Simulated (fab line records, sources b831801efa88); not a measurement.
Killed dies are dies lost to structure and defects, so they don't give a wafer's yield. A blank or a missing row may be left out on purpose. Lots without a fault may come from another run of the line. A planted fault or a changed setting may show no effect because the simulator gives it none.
Which tool did it? | flow gf180mcu | 14 lots, 42 wafers sampled, at 4 steps of a route of 602

WHAT THE GAUGES READ, wafer by wafer
GF_POLY_GATE_CD_MEAS_10: target cd 280 nm. Usual: cd_nm 280.2 nm, standard deviation 1.1.
lot  | measured     | on        | cd_nm (nm)        | flag
L598 | day 9 14:02  | cd_sem-02 | 279.1 280.2 279.0 |
L600 | day 10 15:28 | cd_sem-02 | 279.6 280.1 279.9 |
L601 | day 10 22:02 | cd_sem-02 | 281.3 280.8 281.2 |
L602 | day 11 08:42 | cd_sem-02 | 281.0 281.1 280.8 |
L603 | day 11 15:41 | cd_sem-01 | 279.9 280.8 281.4 |
L606 | day 12 11:47 | cd_sem-02 | 280.3 278.4 279.7 |
L609 | day 13 01:09 | cd_sem-02 | 282.0 281.0 281.4 |
L613 | day 14 05:29 | cd_sem-02 | 278.5 280.4 279.7 |
L615 | day 15 01:19 | cd_sem-02 | 281.2 281.9 281.7 |
L616 | day 15 07:44 | cd_sem-02 | 279.8 280.5 281.7 |
L617 | day 15 09:06 | cd_sem-01 | 281.3 281.5 279.8 |
L618 | day 15 15:40 | cd_sem-02 | 280.4 282.0 281.2 |
L620 | day 16 08:22 | cd_sem-02 | 279.7 278.9 279.8 |
L619 | day 16 08:38 | cd_sem-02 | 280.0 279.8 281.7 |

GF_HV_LDD_CD_MEAS_19: target cd 400 nm. Usual: cd_nm 400.8 nm, standard deviation 2.7.
lot  | measured     | on        | cd_nm (nm)        | flag
L598 | day 11 04:07 | cd_sem-02 | 400.0 399.5 399.3 |
L600 | day 12 08:00 | cd_sem-01 | 399.7 399.6 400.9 |
L601 | day 12 13:52 | cd_sem-02 | 399.3 400.1 400.6 |
L602 | day 13 02:54 | cd_sem-01 | 399.4 398.7 400.4 |
L603 | day 13 09:29 | cd_sem-01 | 403.4 400.4 403.4 |
L606 | day 14 06:55 | cd_sem-01 | 364.6 364.7 366.0 | OFF
L609 | day 14 19:47 | cd_sem-02 | 365.4 365.6 364.9 | OFF
L613 | day 16 03:54 | cd_sem-02 | 397.3 398.9 399.3 |
L615 | day 16 23:31 | cd_sem-02 | 398.1 398.3 399.9 |
L616 | day 17 06:33 | cd_sem-02 | 400.4 400.5 402.6 |
L617 | day 17 09:13 | cd_sem-02 | 408.3 408.1 405.4 |
L618 | day 17 15:35 | cd_sem-01 | 400.5 402.4 402.6 |
L620 | day 18 09:00 | cd_sem-02 | 402.0 399.6 401.0 |
L619 | day 18 10:07 | cd_sem-02 | 403.5 399.7 403.3 |

GF_HV_LDD_OVL_MEAS_32. Usual: HV_LDD_02_OVL 0.4 nm, standard deviation 1.4.
lot  | measured     | on         | HV_LDD_02_OVL (nm) | flag
L598 | day 11 23:41 | overlay-02 | -1.6 0.9 -0.5      |
L600 | day 13 04:18 | overlay-02 | -1.9 -2.4 -1.5     |
L601 | day 13 11:18 | overlay-02 | -1.2 2.1 1.8       |
L602 | day 13 23:12 | overlay-01 | -0.1 -1.0 -0.7     |
L603 | day 14 06:46 | overlay-01 | -1.0 0.8 0.5       |
L606 | day 15 04:54 | overlay-02 | 0.8 1.3 2.4        |
L609 | day 15 17:42 | overlay-01 | 2.1 0.5 2.6        |
L613 | day 17 02:41 | overlay-02 | -0.5 -1.1 0.9      |
L615 | day 17 22:58 | overlay-01 | 2.5 0.1 3.0        |
L616 | day 18 06:47 | overlay-01 | 0.1 -0.9 -0.1      |
L617 | day 18 09:16 | overlay-02 | -0.4 -0.5 0.4      |
L618 | day 18 16:02 | overlay-01 | 0.8 2.3 2.0        |
L620 | day 19 09:55 | overlay-02 | -2.4 -1.7 -1.5     |
L619 | day 19 11:14 | overlay-02 | 0.7 1.2 -0.8       |

WHICH TOOL RAN EACH LOT (tool, then ch and the chambers of the sampled wafers, then the start)
lot  | GF_HV_LDD_DEVELOP_18
L598 | litho_track-03 ch 0, day 11 03:58
L600 | litho_track-01 ch 0, day 12 07:51
L601 | litho_track-03 ch 0, day 12 13:43
L602 | litho_track-01 ch 0, day 13 02:45
L603 | litho_track-01 ch 0, day 13 09:20
L606 | litho_track-03 ch 0, day 14 06:46
L609 | litho_track-03 ch 0, day 14 19:38
L613 | litho_track-02 ch 0, day 16 03:45
L615 | litho_track-02 ch 0, day 16 23:22
L616 | litho_track-03 ch 0, day 17 06:25
L617 | litho_track-03 ch 0, day 17 08:59
L618 | litho_track-02 ch 0, day 17 15:27
L620 | litho_track-03 ch 0, day 18 08:52
L619 | litho_track-01 ch 0, day 18 09:58
- GF_HV_LDD_DEVELOP_18: develop time 60 s.

WHAT THE TOOLS THEMSELVES READ (means of the sampled wafers that have a number; where no wafer has one, the mark that the record gives instead)
The record holds no such reading with a usual standard deviation.

THE ANSWER, worked out from the rows above alone
Rule: a lot is off if the mean of its wafers that have a number lies more than 3 standard deviations from the usual mean. A lot without any number at a reading at which 4 lots or more have one is off too. The other lots that the step has rows for count as sound. The gauges are gone through in route order, then the tools' own readings, and for those a lot's mean is taken as printed above. The first step at which some lot is off is used, and at that step the reading that is off furthest; a lot without a number counts as furthest.
Off: L606, L609, at GF_HV_LDD_CD_MEAS_19 (cd_nm).
A tool fits if, at a process step before that reading, it ran every lot that is off, and no sound lot after the first of them. The gauges at GF_HV_LDD_CD_MEAS_19 are tried like those tools. None of those tried fits.

WHAT THE SIMULATOR HAD PUT IN
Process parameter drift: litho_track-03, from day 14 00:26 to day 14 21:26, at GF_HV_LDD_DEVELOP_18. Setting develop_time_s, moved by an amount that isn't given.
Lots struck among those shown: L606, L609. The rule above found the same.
